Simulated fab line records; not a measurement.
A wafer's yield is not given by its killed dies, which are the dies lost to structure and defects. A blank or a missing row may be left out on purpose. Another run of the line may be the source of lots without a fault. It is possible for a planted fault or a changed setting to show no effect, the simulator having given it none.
fab line records	flow sky130	part 1 of 2: steps 1 to 22 of 23
record: lots: 7	wafers: 21	last_day: 49
route steps=708 shown CAP2M@614 METAL4@621 PAD_OPEN@708
lots untouched by any fault: they come from a run of this same line in which no faults occurred
start_h: hours from the record's opening day to when the first of the lot's shown wafers began	wait_h: how many hours have passed since the lot's step before this one	" unchanged from the row above	L1.1+2: several wafers, shown together as one row	- either no value or no given start	* or withheld: withheld	< > ~ a bound
route shown NAME@n: NAME is a module with steps in the file, n the number in the route of the first one	usual: the fault-free wafers' mean and standard deviation	same: alike in all rows	chamber/n: place in a boat	sites: per-site readings	_std_site: standard deviation across them	_edge_site: outer sites' mean less inner sites'	radius_mm: how far each site lies from the wafer's centre	mask NAME#n: copy n	behind: tool/chamber where the wafer was last shaped	hold: why the lot was held/for how many hours/how that ended	device: the transistor (n, p or np) that didn't switch	end of line: tests of these same wafers at the route's end	where a step has no rows: the recipe by itself	killed: the dies lost at the first sort to structure and to defects; this is not the yield of the wafer	map: shows each die of a wafer: x if killed, . if not, _ if none is there
set.NAME: the setting the step ran with; set.NAME@STEP: the setting that earlier step ran with	model.NAME: the simulator's own value behind a step, which no gauge read
certain route steps with their lots: each step a table, each wafer a row
services: from which hour (start_h, from the record's first day; less than 0 if before it) a tool's chamber was out of use, for how many hours, and why
== steps ==
step: SKY_CAP2M_DEVELOP_11
recipe: resist: NOVOLAK	developer: TMAH	develop_time_s: 60	dev_temp_c: 23
step: SKY_CAP2M_OVL_MEAS_12
usual: CAP2M_OVL: -1.2/1.5
lot.wafer	tool	chamber	start_h	wait_h	CAP2M_OVL[nm]
L214.2	overlay-01	-	956.13	0.1	-1.1
L214.3	"	-	"	"	-1.6
L214.5	"	-	"	"	-0.8
L215.3	overlay-02	-	994.81	0.1	-2.3
L215.4	"	-	"	"	-1.5
L215.5	"	-	"	"	-2.2
L216.2	overlay-02	-	995.88	0.1	-0.6
L216.3	"	-	"	"	-1.6
L216.6	"	-	"	"	0.6
L222.3	overlay-02	-	1021.56	0.1	0.7
L222.5	"	-	"	"	-0.4
L222.6	"	-	"	"	1.4
L228.1	overlay-01	-	1050.65	0.1	-2.6
L228.3	"	-	"	"	-1.5
L228.4	"	-	"	"	-2.7
L229.1	overlay-01	-	1058.95	0.1	0.2
L229.3	"	-	"	"	-0.7
L229.6	"	-	"	"	-2.0
L230.1	overlay-01	-	1061.30	0.1	-2.5
L230.2	"	-	"	"	-1.9
L230.6	"	-	"	"	-3.6
step: SKY_CAP2M_METAL_ETCH_13
recipe: target_depth_nm: 220	stop_on: SiO2	chemistry: Cl2/BCl3	target: TiN	pressure_mtorr: 10	icp_w: 900	bias_w: 48.5	Cl2_flow_sccm: 60	bcl3_flow_sccm: 30	time_s: 62.9
usual: drypump_motor_current_A: 5.4/0.34	oes_product_au: 0.943/0.0076	throttle_valve_pct: 21.899/0.01
lot.wafer	tool	chamber	start_h	wait_h	drypump_motor_current_A	oes_product_au	rf_hours_counter_h	throttle_valve_pct
L214.2	rie_metal-04	0	956.16	0.0	5.6	0.938	9	21.892
L214.3	"	1	"	"	5.1	0.944	-	21.889
L214.5	"	0	"	"	5.6	0.952	-	21.893
L215.3	rie_metal-02	1	994.86	0.0	5.4	0.954	-	21.914
L215.4	"	0	"	"	5.6	0.961	-	21.912
L215.5	"	1	"	"	5.4	0.941	-	21.905
L216.2	rie_metal-01	0	995.91	0.0	5.0	0.945	14	21.914
L216.3	"	1	"	"	5.8	0.957	-	21.897
L216.6	"	1	"	"	5.8	0.942	-	21.906
L222.3	rie_metal-01	0	1021.61	0.0	5.0	0.945	-	21.902
L222.5	"	0	"	"	5.0	0.947	-	21.898
L222.6	"	1	"	"	5.8	0.951	-	21.898
L228.1	rie_metal-01	1	1050.68	0.0	5.8	0.944	16	21.903
L228.3	"	0	"	"	5.0	0.930	-	21.903
L228.4	"	1	"	"	5.8	0.930	-	21.909
L229.1	rie_metal-01	1	1058.98	0.0	5.8	0.949	16	21.887
L229.3	"	1	"	"	5.8	0.938	-	21.886
L229.6	"	1	"	"	5.8	0.939	-	21.892
L230.1	rie_metal-01	0	1061.33	0.0	5.0	0.948	18	21.913
L230.2	"	1	"	"	5.8	0.933	16	21.910
L230.6	"	0	"	"	5.0	0.942	-	21.910
step: SKY_CAP2M_STRIP_14
recipe: chemistry: O2/N2	power_w: 1400	pressure_mtorr: 1500	platen_temp_c: withheld	o2_flow_sccm: 3000	n2_flow_sccm: 300	overash_fraction: 0.5
usual: drypump_motor_current_A: 5.8/0.45	n2_flow_sccm: 299.9/0.87	oes_product_au: 0.710/0.0048	strip_time_to_endpoint_s: 12.64/0.05
lot.wafer	tool	chamber	start_h	wait_h	drypump_motor_current_A	n2_flow_sccm	oes_product_au	rf_hours_counter_h	strip_time_to_endpoint_s
L214.2	plasma_asher-03	1	956.24	0.1	5.9	301.0	0.700	82	12.64
L214.3	"	1	"	"	5.9	300.6	0.713	-	12.64
L214.5	"	1	"	"	5.9	300.1	0.709	-	12.67
L215.3	plasma_asher-02	1	994.94	0.1	5.1	299.0	0.706	-	12.66
L215.4	"	0	"	"	5.2	300.2	0.706	-	12.67
L215.5	"	1	"	"	5.1	299.8	0.717	-	12.64
L216.2	plasma_asher-03	0	995.99	0.1	6.5	299.3	0.708	86	12.69
L216.3	"	0	"	"	6.5	300.1	0.710	-	12.61
L216.6	"	1	"	"	5.8	300.1	0.708	-	12.57
L222.3	plasma_asher-03	0	1021.69	0.1	6.5	300.3	0.708	-	12.71
L222.5	"	0	"	"	6.5	299.2	0.718	-	12.75
L222.6	"	1	"	"	5.8	300.1	0.709	-	12.61
L228.1	plasma_asher-04	0	1050.76	0.1	6.0	298.3	0.702	29	12.56
L228.3	"	1	"	"	6.0	301.7	0.718	-	12.62
L228.4	"	0	"	"	6.0	298.9	0.708	-	12.53
L229.1	plasma_asher-04	0	1059.06	0.1	6.0	298.4	0.712	30	12.60
L229.3	"	0	"	"	6.0	299.3	0.706	-	12.59
L229.6	"	0	"	"	6.0	297.7	0.710	-	12.59
L230.1	plasma_asher-03	1	1061.41	0.1	5.9	300.9	0.715	92	12.69
L230.2	"	0	"	"	6.5	299.2	0.711	92	12.63
L230.6	"	0	"	"	6.5	302.0	0.713	-	12.64
step: SKY_CAP2M_STRIP_15
recipe: chemistry: post_etch_residue_remover	time_s: 1200	temp_c: 72.5
step: SKY_CAP2M_CLEAN_16
recipe: chemistry: IPA	time_s: 180	temp_c: 25
step: SKY_CAP2M_CLEAN_17
recipe: chemistry: O3/DIW	dry: n2_spin
step: SKY_METAL4_DEHYDRATE_05
recipe: temp_c: 200	time_s: 60
step: SKY_METAL4_HMDS_06
recipe: prime_time_s: 60	prime_temp_c: 120
step: SKY_METAL4_COAT_07
recipe: resist: BARC	temp_c: withheld	time_s: withheld	spin_rpm: 2943	resist_thk_nm: 60
step: SKY_METAL4_COAT_08
recipe: resist: KrF-thick	spin_rpm: 3000	resist_thk_nm: 1140
step: SKY_METAL4_SOFTBAKE_09
recipe: temp_c: 100	time_s: 90	resist: KrF-thick
step: SKY_METAL4_EXPOSE_10
recipe: mask_id: MM4	na: 0.68	source_shape: annular	sigma_inner: 0.4	sigma_outer: 0.8	target_cd_nm: 300	dose_mj: 28
usual: exposure_dose_mJ_cm2: 27.999/0.028
same: sigma_inner: 0.4
lot.wafer	tool	chamber	start_h	wait_h	mask	exposure_dose_mJ_cm2
L214.2	krf_scanner-01	0	970.34	-	MM4#0	28.074
L214.3	"	0	"	"	MM4#0	27.988
L214.5	"	0	"	"	MM4#0	28.019
L215.3	krf_scanner-02	0	1006.64	-	MM4#0	28.037
L215.4	"	0	"	"	MM4#0	28.009
L215.5	"	0	"	"	MM4#0	28.016
L216.2	krf_scanner-02	0	1007.77	-	MM4#0	27.975
L216.3	"	0	"	"	MM4#0	27.984
L216.6	"	0	"	"	MM4#0	28.002
L222.3	krf_scanner-01	0	1033.44	-	MM4#0	27.992
L222.5	"	0	"	"	MM4#0	27.980
L222.6	"	0	"	"	MM4#0	27.950
L228.1	krf_scanner-01	0	1061.59	-	MM4#0	25.573
L228.3	"	0	"	"	MM4#0	25.565
L228.4	"	0	"	"	MM4#0	25.563
L229.1	krf_scanner-01	0	1071.35	-	MM4#0	25.549
L229.3	"	0	"	"	MM4#0	25.565
L229.6	"	0	"	"	MM4#0	25.530
L230.1	krf_scanner-01	0	1073.89	-	MM4#0	26.090
L230.2	"	0	"	"	MM4#0	26.067
L230.6	"	0	"	"	MM4#0	26.102
step: SKY_METAL4_PEB_11
recipe: peb_temp_c: withheld	peb_time_s: withheld	resist: KrF-thick
step: SKY_METAL4_DEVELOP_12
recipe: develop_time_s: 60	resist: KrF-thick	dev_temp_c: 21
step: SKY_METAL4_CD_MEAS_13
recipe: target_cd_nm: 300
usual: cd_nm: 300.1/1.4
lot.wafer	tool	chamber	start_h	wait_h	cd_nm
L214.2	cd_sem-02	-	981.47	-	300.1
L214.3	"	-	"	"	300.7
L214.5	"	-	"	"	301.4
L215.3	cd_sem-02	-	1018.44	-	300.1
L215.4	"	-	"	"	298.5
L215.5	"	-	"	"	298.5
L216.2	cd_sem-02	-	1019.42	-	300.3
L216.3	"	-	"	"	299.3
L216.6	"	-	"	"	300.3
L222.3	cd_sem-02	-	1045.69	-	299.2
L222.5	"	-	"	"	301.3
L222.6	"	-	"	"	299.4
L228.1	cd_sem-02	-	1072.35	-	314.7
L228.3	"	-	"	"	317.0
L228.4	"	-	"	"	314.7
L229.1	cd_sem-02	-	1080.65	-	316.8
L229.3	"	-	"	"	315.5
L229.6	"	-	"	"	318.1
L230.1	cd_sem-02	-	1083.65	-	311.5
L230.2	"	-	"	"	312.0
L230.6	"	-	"	"	312.4
step: SKY_METAL4_OVL_MEAS_14
usual: METAL4_OVL: 4/6.3
lot.wafer	tool	chamber	start_h	wait_h	METAL4_OVL[nm]
L214.2	overlay-02	-	981.57	0.1	13
L214.3	"	-	"	"	16
L214.5	"	-	"	"	10
L215.3	overlay-01	-	1018.53	0.1	0
L215.4	"	-	"	"	9
L215.5	"	-	"	"	3
L216.2	overlay-02	-	1019.52	0.1	5
L216.3	"	-	"	"	1
L216.6	"	-	"	"	3
L222.3	overlay-02	-	1045.78	0.1	-1
L222.5	"	-	"	"	-1
L222.6	"	-	"	"	1
L228.1	overlay-02	-	1072.47	0.1	8
L228.3	"	-	"	"	5
L228.4	"	-	"	"	14
L229.1	overlay-01	-	1080.77	0.1	6
L229.3	"	-	"	"	5
L229.6	"	-	"	"	4
L230.1	overlay-02	-	1083.77	0.1	2
L230.2	"	-	"	"	3
L230.6	"	-	"	"	3
step: SKY_METAL4_DESCUM_15
recipe: chemistry: O2	source_power_w: 150	bias_power_w: 0	pressure_mtorr: 10	temp_c: 40	time_s: 8
usual: drypump_motor_current_A: 5.43/0.24	oes_product_au: 0.999/0.011
lot.wafer	tool	chamber	start_h	wait_h	drypump_motor_current_A	oes_product_au	rf_hours_counter_h	model.METAL4.cd_nm
L214.2	rie_metal-01	1	981.60	0.0	5.80	1.013	11	299.5
L214.3	"	0	"	"	4.99	0.981	-	300.4
L214.5	"	0	"	"	4.99	0.988	-	301
L215.3	rie_metal-03	0	1018.56	0.0	5.46	1.005	-	299.4
L215.4	"	1	"	"	5.32	0.998	-	297.9
L215.5	"	0	"	"	5.46	1.000	-	297.8
L216.2	rie_metal-03	0	1019.55	0.0	5.45	0.993	13	299.8
L216.3	"	0	"	"	5.48	1.012	-	298.4
L216.6	"	0	"	"	5.46	1.008	-	299.4
L222.3	rie_metal-03	1	1045.81	0.0	5.34	0.991	-	298.7
L222.5	"	0	"	"	5.49	1.000	-	300.4
L222.6	"	1	"	"	5.32	0.987	-	299.5
L228.1	rie_metal-03	0	1072.50	0.0	5.48	1.006	16	314.5
L228.3	"	1	"	"	5.34	0.999	-	316.3
L228.4	"	0	"	"	5.46	1.004	-	314.3
L229.1	rie_metal-01	0	1080.80	0.0	5.02	0.994	19	316.3
L229.3	"	0	"	"	5.04	0.987	-	315.1
L229.6	"	0	"	"	5.00	0.986	-	317.7
L230.1	rie_metal-02	1	1083.80	0.0	5.46	1.004	21	311.8
L230.2	"	1	"	"	5.49	1.009	-	312.3
L230.6	"	1	"	"	5.47	1.004	-	312.8
step: SKY_METAL4_ETCH_16
recipe: chemistry: N2/H2	target: BARC	ion_energy_ev: 200	bias_w: 100	pressure_mtorr: 30	n2_flow_sccm: 100	h2_flow_sccm: 200	icp_w: 500	stop_on: SiO2	time_s: 88.2	target_depth_a: 600
usual: drypump_motor_current_A: 5.44/0.24	n2_flow_sccm: 100.0/0.31	oes_product_au: 0.628/0.0048	throttle_valve_pct: 13.203/0.0087
lot.wafer	tool	chamber	start_h	wait_h	drypump_motor_current_A	n2_flow_sccm	oes_product_au	rf_hours_counter_h	throttle_valve_pct
L214.2	rie_metal-01	1	981.63	0.0	5.82	100.0	0.633	11	13.194
L214.3	"	0	"	"	5.02	100.3	0.638	-	13.205
L214.5	"	0	"	"	5.03	100.2	0.631	-	13.210
L215.3	rie_metal-03	0	1018.62	0.0	5.46	100.4	0.629	-	13.219
L215.4	"	1	"	"	5.36	100.5	0.627	-	13.206
L215.5	"	0	"	"	5.49	100.0	0.626	-	13.202
L216.2	rie_metal-03	0	1019.58	0.0	5.47	100.0	0.631	13	13.219
L216.3	"	0	"	"	5.47	99.9	0.630	-	13.203
L216.6	"	0	"	"	5.45	100.4	0.635	-	13.212
L222.3	rie_metal-03	1	1045.87	0.0	5.35	100.6	0.633	-	13.198
L222.5	"	0	"	"	5.48	99.8	0.623	-	13.192
L222.6	"	1	"	"	5.36	100.4	0.628	-	13.203
L228.1	rie_metal-03	0	1072.53	0.0	5.45	99.7	0.636	16	13.203
L228.3	"	1	"	"	5.35	100.6	0.634	-	13.215
L228.4	"	0	"	"	5.46	99.8	0.632	-	13.198
L229.1	rie_metal-01	0	1080.84	0.0	5.03	99.9	0.633	19	13.200
L229.3	"	0	"	"	5.03	100.4	0.629	-	13.207
L229.6	"	0	"	"	5.04	100.5	0.624	-	13.202
L230.1	rie_metal-02	1	1083.87	0.1	5.46	100.2	0.619	21	13.198
L230.2	"	1	"	"	5.43	100.0	0.621	-	13.207
L230.6	"	1	"	"	5.45	99.9	0.628	-	13.169
step: SKY_METAL4_ETCH_17
recipe: target: SiO2	stop_on: TiN	chemistry: C4F8/O2/Ar	source_w: 1500	bias_w: 1200	pressure_mtorr: 40	c4f8_flow_sccm: withheld	O2_flow_sccm: 6	Ar_flow_sccm: 300	time_s: 3.9	target_depth_a: 150
usual: oes_product_au: 0.752/0.0073
lot.wafer	tool	chamber	start_h	wait_h	oes_product_au	rf_hours_counter_h
L214.2	rie_diel-02	0	981.73	0.1	0.760	18
L214.3	"	2	"	"	0.753	25
L214.5	"	1	"	"	0.757	-
L215.3	rie_diel-02	2	1018.68	0.0	0.745	26
L215.4	"	1	"	"	0.762	16
L215.5	"	3	"	"	0.765	-
L216.2	rie_diel-03	2	1019.68	0.1	0.735	13
L216.3	"	0	"	"	0.738	9
L216.6	"	2	"	"	0.753	-
L222.3	rie_diel-03	3	1045.93	0.0	0.747	8
L222.5	"	3	"	"	0.767	-
L222.6	"	0	"	"	0.773	-
L228.1	rie_diel-02	3	1072.63	0.1	0.751	19
L228.3	"	0	"	"	0.756	21
L228.4	"	1	"	"	0.762	18
L229.1	rie_diel-02	2	1080.93	0.1	0.750	29
L229.3	"	0	"	"	0.752	21
L229.6	"	3	"	"	0.753	-
L230.1	rie_diel-03	2	1084.06	0.2	0.745	16
L230.2	"	0	"	"	0.754	11
L230.6	"	3	"	"	0.758	-
step: SKY_METAL4_METAL_ETCH_18
recipe: target_depth_a: 8450	stop_on: SiO2	over_etch_frac: 0.3	time_s: 183.1	chemistry: Cl2/BCl3	resist_sidewall_deg: 88	pressure_mtorr: 10	icp_w: 900	bias_w: 48.5	Cl2_flow_sccm: 60	bcl3_flow_sccm: 30
usual: drypump_motor_current_A: 5.45/0.27	oes_product_au: 0.866/0.0071	throttle_valve_pct: 22.265/0.0091
lot.wafer	tool	chamber	start_h	wait_h	drypump_motor_current_A	oes_product_au	rf_hours_counter_h	throttle_valve_pct	model.METAL4.cd_nm
L214.2	rie_metal-03	0	981.75	0.0	5.47	0.868	11	22.263	296
L214.3	"	1	"	"	5.37	0.862	-	22.246	302.9
L214.5	"	0	"	"	5.43	0.859	-	22.263	292.9
L215.3	rie_metal-01	0	1018.76	0.1	5.03	0.874	-	22.275	301.5
L215.4	"	1	"	"	5.82	0.867	-	22.264	300.8
L215.5	"	1	"	"	5.83	0.860	-	22.266	300.8
L216.2	rie_metal-02	0	1019.70	0.0	5.63	0.866	16	22.260	295.9
L216.3	"	1	"	"	5.51	0.873	-	22.268	296.9
L216.6	"	0	"	"	5.62	0.864	-	22.265	296.6
L222.3	rie_metal-01	0	1046.01	0.1	5.00	0.879	-	22.273	301.7
L222.5	"	0	"	"	5.03	0.869	-	22.278	302.5
L222.6	"	1	"	"	5.82	0.873	-	22.267	294.4
L228.1	rie_metal-01	1	1072.65	0.0	5.83	0.870	17	22.261	312.8
L228.3	"	0	"	"	5.02	0.864	-	22.257	312.4
L228.4	"	1	"	"	5.84	0.873	-	22.264	315.4
L229.1	rie_metal-03	0	1080.95	0.0	5.50	0.875	17	22.262	314.5
L229.3	"	1	"	"	5.33	0.869	-	22.284	328.2
L229.6	"	1	"	"	5.36	0.879	-	22.252	326.2
L230.1	rie_metal-03	1	1084.08	0.0	5.34	0.860	13	22.253	325.4
L230.2	"	0	"	"	5.49	0.866	17	22.256	312.4
L230.6	"	0	"	"	5.46	0.854	-	22.255	313
step: SKY_METAL4_STRIP_19
recipe: chemistry: O2/N2	power_w: 1400	pressure_mtorr: 1500	platen_temp_c: withheld	o2_flow_sccm: 3000	n2_flow_sccm: 300	overash_fraction: 0.5
usual: drypump_motor_current_A: 5.7/0.37	n2_flow_sccm: 300.0/0.89	oes_product_au: 0.502/0.0069	strip_time_to_endpoint_s: 6.56/0.11
lot.wafer	tool	chamber	start_h	wait_h	drypump_motor_current_A	n2_flow_sccm	oes_product_au	rf_hours_counter_h	strip_time_to_endpoint_s
L214.2	plasma_asher-04	0	981.93	0.1	6.0	300.5	0.497	22	6.43
L214.3	"	0	"	"	5.9	300.8	0.507	-	6.62
L214.5	"	1	"	"	6.0	300.8	0.498	-	6.46
L215.3	plasma_asher-01	1	1018.91	0.1	5.3	300.7	0.514	-	6.58
L215.4	"	0	"	"	5.9	300.8	0.497	-	6.31
L215.5	"	1	"	"	5.2	300.1	0.492	-	6.33
L216.2	plasma_asher-04	0	1019.88	0.1	6.0	299.1	0.512	26	6.63
L216.3	"	1	"	"	6.0	300.4	0.498	-	6.53
L216.6	"	0	"	"	6.0	300.0	0.516	-	6.66
L222.3	plasma_asher-04	1	1046.16	0.1	6.0	299.7	0.504	-	6.64
L222.5	"	1	"	"	6.0	302.7	0.505	-	6.58
L222.6	"	0	"	"	6.0	301.3	0.497	-	6.46
L228.1	plasma_asher-01	1	1072.83	0.1	5.2	299.7	0.505	1	6.43
L228.3	"	0	"	"	5.9	300.0	0.511	-	6.66
L228.4	"	1	"	"	5.2	300.0	0.498	-	6.44
L229.1	plasma_asher-01	1	1081.13	0.1	5.2	300.0	0.501	2	6.51
L229.3	"	0	"	"	5.9	300.1	0.504	-	6.63
L229.6	"	0	"	"	5.9	300.7	0.510	-	6.63
L230.1	plasma_asher-02	0	1084.26	0.1	5.2	299.3	0.502	65	6.62
L230.2	"	1	"	"	5.1	301.3	0.509	65	6.56
L230.6	"	1	"	"	5.1	300.2	0.494	-	6.51
== key ==
first_sign: step: SKY_METAL4_EXPOSE_10	reading: exposure_dose_mJ_cm2	direction: down	sigmas: 81	usual: *	struck: *
effect: step: SKY_METAL4_CD_MEAS_13	reading: cd_nm	direction: up	sigmas: 11	usual: 300.1	struck: 314.7	through: control_loop
model_effect: step: SKY_METAL4_DESCUM_15	value: METAL4.cd_nm	without: 299.4	struck: 314.6
model_effect: step: SKY_METAL4_METAL_ETCH_18	value: METAL4.cd_nm	without: 302.6	struck: 317.8
model_effect: step: SKY_PAD_OPEN_PROBE_99	value: etest.met4.width_nm	without: 303.5	struck: 318.6
met_at SKY_METAL4_EXPOSE_10
struck_wafers L228.1,L228.3,L228.4,L229.1,L229.3,L229.6,L230.1,L230.2,L230.6
loop_trim: step: SKY_METAL4_EXPOSE_10	setting: dose	lots: L230
onset_between 1033.44 1061.59
fault: kind: process_parameter_drift	tool: krf_scanner-01	chamber: -	onset_h: 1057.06	steps: SKY_METAL4_EXPOSE_10	channel: dose_mj	offset: -2.4319	shape: step	acts_in: these_recipes_only	stated: 28
loop_trim: a control loop set the setting to another value than it would have without faults
